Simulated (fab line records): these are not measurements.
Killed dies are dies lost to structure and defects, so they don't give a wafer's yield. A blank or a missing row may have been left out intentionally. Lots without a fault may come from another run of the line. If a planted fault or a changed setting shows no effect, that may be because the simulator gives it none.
Matching of chambers / flow sky130 / 4 sister chambers for SKY_VIA1_CMP_02 on cmp-01
The step polishes SiO2. 8 wafers are shown with their chamber, then 7 later ones without.

## EACH WAFER AND ITS CHAMBER
wafer=L463.3; chamber=0; motor current A (A)=11.8; edge zone pressure frac=1.004
wafer=L463.6; chamber=0; motor current A (A)=11.7; edge zone pressure frac=1.003
wafer=L468.5; chamber=2; motor current A (A)=11.1; edge zone pressure frac=1.004
wafer=L467.1; chamber=3; motor current A (A)=13.0; edge zone pressure frac=0.998
wafer=L467.2; chamber=2; motor current A (A)=11.1; edge zone pressure frac=1.005
wafer=L467.3; chamber=1; motor current A (A)=11.3; edge zone pressure frac=1.004
wafer=L482.3; chamber=1; motor current A (A)=11.1; edge zone pressure frac=1.001
wafer=L482.4; chamber=3; motor current A (A)=12.7; edge zone pressure frac=0.995

## WAFERS MISSING THEIR CHAMBER
wafer=L482.6; motor current A (A)=10.9; edge zone pressure frac=1.000
wafer=L483.2; motor current A (A)=11.4; edge zone pressure frac=0.995
wafer=L483.4; motor current A (A)=13.4; edge zone pressure frac=0.997
wafer=L483.6; motor current A (A)=11.4; edge zone pressure frac=1.003
wafer=L484.1; motor current A (A)=11.1; edge zone pressure frac=1.000
wafer=L484.2; motor current A (A)=11.3; edge zone pressure frac=0.998
wafer=L484.4; motor current A (A)=11.7; edge zone pressure frac=0.995

## WHICH CHAMBER EACH WENT THROUGH
wafer=L482.6; from the rows above=can't be placed: 1 or 2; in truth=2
wafer=L483.2; from the rows above=can't be placed: 1 or 0 or 2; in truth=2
wafer=L483.4; from the rows above=3; in truth=3
wafer=L483.6; from the rows above=can't be placed: 1 or 2 or 0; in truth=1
wafer=L484.1; from the rows above=can't be placed: 1 or 2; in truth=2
wafer=L484.2; from the rows above=can't be placed: 1 or 2 or 0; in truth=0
wafer=L484.4; from the rows above=can't be placed: 0 or 1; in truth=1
1 of 7 placed correctly. Not placeable from these rows: 6 (in 6, the candidates include the true chamber). Wrongly placed: 0.
How it was worked out, from the rows above alone: a wafer's distance from a chamber is the root of the sum, over the readings, of the square of ((its reading less the chamber's mean) divided by the reading's scatter). The wafer belongs to the nearest chamber; if the next one is less than 2 further off, it can't be placed. Each chamber's mean is taken over the wafers shown for it. How the scatter is found: for the shown wafers, subtract from each reading the mean of its chamber, square and add these, divide the total by (wafers less chambers), then take the root.
